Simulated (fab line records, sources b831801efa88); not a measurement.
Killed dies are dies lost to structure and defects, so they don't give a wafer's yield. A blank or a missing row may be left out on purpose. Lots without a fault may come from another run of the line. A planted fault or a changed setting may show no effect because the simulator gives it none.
A struck lot beside a sound one | flow sky130 | 15 steps out of a route of 708
Sound: wafers L611.1, L611.3, L611.6. Struck: wafers L624.3, L624.4, L624.5. The cause comes at the end.
At each step with rows: each side's tool, then ch and its chambers, then its first start. Under that, the readings that differ: sound wafers | struck wafers | difference of the means | sigmas: that difference in standard deviations of wafers without a fault.
alike: readings whose means differ by less than 2 such deviations, and words and numbers that are the same on both sides. not compared: withheld readings, readings that some wafer has no value for, bounds like >300 that may hide the same value, and numbers for which the record gives no deviation and whose values overlap.
The two part at a step that has a row with sigmas, a row that says differs or no value, or rows on one side only. Numbers that don't overlap but have no deviation are shown without sigmas and don't part them. A reading that every wafer of one side lacks parts them only if that side has two wafers or more.

first, 1 step without rows for these wafers: SKY_VT_ADJUST_LVTN_IMPLANT_19.
SKY_VT_ADJUST_LVTN_STRIP_20: strips in O2/N2.
  sound on plasma_asher-03 ch 0,1, day 8 03:29; struck on plasma_asher-03 ch 0,1, day 12 06:03
  alike: drypump_motor_current_A, n2_flow_sccm, oes_product_au, strip_time_to_endpoint_s
  not compared: rf_hours_counter_h
SKY_VT_ADJUST_LVTN_TW_MEAS_21:
  sound on film_metro-03, day 8 03:35; struck on film_metro-02, day 12 06:08
  alike: VT_ADJUST_LVTN_2_TW
then, 7 steps without rows for these wafers: SKY_VT_ADJUST_NCORE_DEHYDRATE_00 (time 60 s); SKY_VT_ADJUST_NCORE_HMDS_01 (prime time 60 s); SKY_VT_ADJUST_NCORE_COAT_02 (resist thk 1121 nm); SKY_VT_ADJUST_NCORE_SOFTBAKE_03 (time 60 s); SKY_VT_ADJUST_NCORE_EXPOSE_04 (exposes mask LVTN COMPLEMENT THIN, target cd 380 nm); SKY_VT_ADJUST_NCORE_PEB_05; SKY_VT_ADJUST_NCORE_DEVELOP_06 (develop time 60 s).
SKY_VT_ADJUST_NCORE_CD_MEAS_07: target cd 380 nm.
  sound on cd_sem-02, day 8 23:55; struck on cd_sem-02, day 13 06:53
  alike: cd_nm
SKY_VT_ADJUST_NCORE_OVL_MEAS_08:
  sound on overlay-02, day 9 00:02; struck on overlay-01, day 13 06:59
  alike: VT_ADJUST_NCORE_OVL
SKY_VT_ADJUST_NCORE_IMPLANT_09:
  sound on implanter-03 ch 0, day 9 00:04; struck on implanter-04, day 13 07:03
  no value came back on the struck wafers for beam_energy_keV, beam_on_s (s); on the sound wafers beam_energy_keV reads 9.9890 9.9922 9.9978
SKY_VT_ADJUST_NCORE_STRIP_10: strips in O2/N2.
  sound on plasma_asher-04 ch 0,1, day 9 00:13; struck on plasma_asher-04 ch 0,1, day 13 07:11
  alike: drypump_motor_current_A, n2_flow_sccm, oes_product_au, strip_time_to_endpoint_s
  not compared: rf_hours_counter_h
SKY_VT_ADJUST_NCORE_TW_MEAS_11:
  sound on film_metro-03, day 9 00:19; struck on film_metro-03, day 13 07:16
  reading            | sound             | struck         | difference | sigmas
  VT_ADJUST_NCORE_TW | 219.0 220.1 220.5 | 30.1 30.1 30.1 | -189.8     | -99 or more

WHERE THEY PART
First at SKY_VT_ADJUST_NCORE_IMPLANT_09; last, within this record, at SKY_VT_ADJUST_NCORE_TW_MEAS_11.

WHY: what the simulator had put in
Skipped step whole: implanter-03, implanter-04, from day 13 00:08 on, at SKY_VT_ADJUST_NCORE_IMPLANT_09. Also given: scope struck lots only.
